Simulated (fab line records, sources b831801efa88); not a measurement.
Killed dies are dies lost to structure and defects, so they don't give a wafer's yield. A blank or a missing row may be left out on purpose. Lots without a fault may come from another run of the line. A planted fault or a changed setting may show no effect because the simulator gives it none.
Which tool did it? | flow sky130 | 12 lots, 36 wafers sampled, at 5 steps of a route of 708

WHAT THE GAUGES READ, wafer by wafer
SKY_POLY_GATE_CD_MEAS_13: target cd 150 nm. Usual: cd_nm 149.4 nm, standard deviation 1.3.
lot  | measured     | on        | cd_nm (nm)        | flag
L256 | day 16 14:25 | cd_sem-01 | 149.6 148.8 148.5 |
L257 | day 16 18:16 | cd_sem-02 | 150.8 152.7 150.3 |
L258 | day 16 23:41 | cd_sem-01 | 150.7 149.2 149.8 |
L259 | day 17 16:10 | cd_sem-02 | 150.7 151.2 152.3 |
L261 | day 17 20:56 | cd_sem-01 | 150.7 150.5 150.6 |
L264 | day 20 09:19 | cd_sem-01 | 149.9 149.5 148.7 |
L266 | day 20 10:26 | cd_sem-01 | 148.7 148.3 148.5 |
L267 | day 20 10:46 | cd_sem-02 | 148.9 148.4 148.8 |
L268 | day 21 06:02 | cd_sem-01 | 148.7 148.0 149.5 |
L273 | day 23 03:23 | cd_sem-02 | 148.1 147.8 147.8 |
L274 | day 23 07:35 | cd_sem-01 | 149.6 150.0 150.5 |
L275 | day 23 14:10 | cd_sem-02 | 153.1 151.6 152.2 |

SKY_LDD_P_OVL_MEAS_08. Usual: LDD_P_OVL -0.3 nm, standard deviation 1.5.
lot  | measured     | on         | LDD_P_OVL (nm) | flag
L256 | day 19 03:18 | overlay-02 | -0.1 1.4 -0.5  |
L257 | day 19 07:13 | overlay-02 | 1.4 -0.1 3.0   |
L258 | day 19 16:10 | overlay-01 | -3.1 -1.9 -0.4 |
L259 | day 20 12:06 | overlay-01 | -1.3 -2.2 -1.8 |
L261 | day 20 12:25 | overlay-02 | -0.8 -1.1 -1.8 |
L264 | day 23 02:18 | overlay-01 | -1.1 -0.8 2.0  |
L266 | day 23 08:25 | overlay-02 | 1.9 0.1 1.1    |
L267 | day 23 03:44 | overlay-02 | -0.3 -0.2 -2.4 |
L268 | day 23 22:10 | overlay-01 | 2.1 -1.2 -1.2  |
L273 | day 25 18:55 | overlay-02 | -2.0 -0.4 -1.9 |
L274 | day 25 21:53 | overlay-02 | 1.0 1.5 -1.4   |
L275 | day 26 04:50 | overlay-02 | -1.7 -1.3 -1.9 |

SKY_LDD_HVN_TW_MEAS_10. Usual: LDD_HVN_TW 1437, standard deviation 16.
lot  | measured     | on            | LDD_HVN_TW     | flag
L256 | day 20 10:22 | film_metro-03 | 1415 1420 1417 |
L257 | day 20 14:08 | film_metro-01 | 1443 1447 1438 |
L258 | day 20 23:09 | film_metro-04 | 1467 1453 1455 |
L259 | day 21 18:52 | film_metro-03 | 1416 1424 1419 |
L261 | day 21 19:34 | film_metro-04 | 1445 1456 1447 |
L264 | day 24 08:55 | film_metro-03 | 1421 1415 1406 |
L266 | day 24 14:35 | film_metro-04 | 1458 1449 1460 |
L267 | day 24 10:10 | film_metro-01 | 1427 1419 1425 |
L268 | day 25 04:05 | film_metro-03 | 1425 1429 1420 |
L273 | day 27 00:29 | film_metro-04 | 2896 2912 2901 | OFF
L274 | day 27 02:59 | film_metro-03 | 2801 2831 2812 | OFF
L275 | day 27 10:01 | film_metro-04 | 1463 1455 1454 |

WHICH TOOL RAN EACH LOT (tool, then ch and the chambers of the sampled wafers, then the start)
lot  | SKY_LDD_HVN_IMPLANT_08          | SKY_LDD_HVN_STRIP_09
L256 | implanter-01 ch 0, day 20 10:07 | plasma_asher-01 ch 1, day 20 10:16
L257 | implanter-03 ch 0, day 20 13:55 | plasma_asher-02 ch 0,1, day 20 14:03
L258 | implanter-01 ch 0, day 20 22:56 | plasma_asher-01 ch 0,1, day 20 23:03
L259 | implanter-02 ch 0, day 21 18:37 | plasma_asher-01 ch 0,1, day 21 18:46
L261 | implanter-02 ch 0, day 21 19:20 | plasma_asher-01 ch 0,1, day 21 19:27
L264 | implanter-02 ch 0, day 24 08:40 | plasma_asher-04 ch 0,1, day 24 08:49
L266 | implanter-01 ch 0, day 24 14:20 | plasma_asher-04 ch 0,1, day 24 14:28
L267 | implanter-02 ch 0, day 24 09:55 | plasma_asher-02 ch 0,1, day 24 10:04
L268 | implanter-02 ch 0, day 25 03:53 | plasma_asher-02 ch 0,1, day 25 03:59
L273 | implanter-02 ch 0, day 27 00:17 | plasma_asher-01 ch 0,1, day 27 00:23
L274 | implanter-02 ch 0, day 27 02:44 | plasma_asher-02 ch 0,1, day 27 02:52
L275 | implanter-01 ch 0, day 27 09:46 | plasma_asher-02 ch 0,1, day 27 09:55
- SKY_LDD_HVN_IMPLANT_08
- SKY_LDD_HVN_STRIP_09: strips in O2/N2.

WHAT THE TOOLS THEMSELVES READ (means of the sampled wafers that have a number; where no wafer has one, the mark that the record gives instead)
SKY_LDD_HVN_IMPLANT_08. Usual: dose_ions_cm2 3e+13, standard deviation 3.4e+10; end_station_pressure_torr 5.15e-06 Torr, standard deviation 2.7e-07; faraday_current_uA 169, standard deviation 3.
lot  | tool         | dose_ions_cm2 | end_station_pressure_torr (Torr) | faraday_current_uA | flag
L256 | implanter-01 | 3e+13         | 5.22e-06                         | 169                |
L257 | implanter-03 | 3e+13         | 5.18e-06                         | 168                |
L258 | implanter-01 | 3e+13         | 5.03e-06                         | 168                |
L259 | implanter-02 | 3e+13         | 5.14e-06                         | 169                |
L261 | implanter-02 | 3e+13         | 5.16e-06                         | 168                |
L264 | implanter-02 | 3e+13         | 5.11e-06                         | 170                |
L266 | implanter-01 | 3e+13         | 5.09e-06                         | 166                |
L267 | implanter-02 | 3e+13         | 5.22e-06                         | 169                |
L268 | implanter-02 | 3e+13         | 5.03e-06                         | 170                |
L273 | implanter-02 | 3e+14         | 6.12e-06                         | 1541               | OFF
L274 | implanter-02 | 3e+14         | 6.16e-06                         | 1503               | OFF
L275 | implanter-01 | 3e+13         | 5.22e-06                         | 169                |

SKY_LDD_HVN_STRIP_09. Usual: drypump_motor_current_A 5.6 A, standard deviation 0.59; oes_product_au 0.409 a.u., standard deviation 0.0046; strip_time_to_endpoint_s 4.135 s, standard deviation 0.016.
lot  | tool            | drypump_motor_current_A (A) | oes_product_au (a.u.) | strip_time_to_endpoint_s (s) | flag
L256 | plasma_asher-01 | 5.6                         | 0.412                 | 4.143                        |
L257 | plasma_asher-02 | 6.3                         | 0.404                 | 4.143                        |
L258 | plasma_asher-01 | 5.4                         | 0.412                 | 4.133                        |
L259 | plasma_asher-01 | 5.2                         | 0.407                 | 4.108                        |
L261 | plasma_asher-01 | 5.1                         | 0.406                 | 4.134                        |
L264 | plasma_asher-04 | 5.3                         | 0.411                 | 4.130                        |
L266 | plasma_asher-04 | 5.3                         | 0.406                 | 4.139                        |
L267 | plasma_asher-02 | 6.3                         | 0.413                 | 4.149                        |
L268 | plasma_asher-02 | 5.8                         | 0.404                 | 4.143                        |
L273 | plasma_asher-01 | 5.4                         | 0.412                 | 4.139                        |
L274 | plasma_asher-02 | 5.8                         | 0.404                 | 4.122                        |
L275 | plasma_asher-02 | 5.8                         | 0.404                 | 4.146                        |

THE ANSWER, worked out from the rows above alone
Rule: a lot is off if the mean of its wafers that have a number lies more than 3 standard deviations from the usual mean. A lot without any number at a reading at which 4 lots or more have one is off too. The other lots that the step has rows for count as sound. The gauges are gone through in route order, then the tools' own readings, and for those a lot's mean is taken as printed above. The first step at which some lot is off is used, and at that step the reading that is off furthest; a lot without a number counts as furthest.
Off: L273, L274, at SKY_LDD_HVN_TW_MEAS_10 (LDD_HVN_TW).
A tool fits if, at a process step before that reading, it ran every lot that is off, and no sound lot after the first of them. The gauges at SKY_LDD_HVN_TW_MEAS_10 aren't tried: what is off there is off at SKY_LDD_HVN_IMPLANT_08 too, on other tools, and a gauge's error can't cause that. One fits: implanter-02 at SKY_LDD_HVN_IMPLANT_08. Its last sound lot is L268 (day 25 03:53), its first lot that is off L273 (day 27 00:17): a fault that began between those two fits.
The tool's own readings at SKY_LDD_HVN_IMPLANT_08 bear it out: on the lots that are off they differ by more than 5 times the standard deviation of the sound lots' means. dose_ions_cm2 reads 3e+14 there against 3e+13 on the sound lots; end_station_pressure_torr reads 6.14e-06 Torr there against 5.14e-06 Torr on the sound lots; faraday_current_uA reads 1522 there against 169 on the sound lots.

WHAT THE SIMULATOR HAD PUT IN
Process parameter drift: implanter-02, from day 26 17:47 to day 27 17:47, at SKY_LDD_HVN_IMPLANT_08. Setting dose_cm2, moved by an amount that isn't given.
Lots struck among those shown: L273, L274. The rule above found the same.
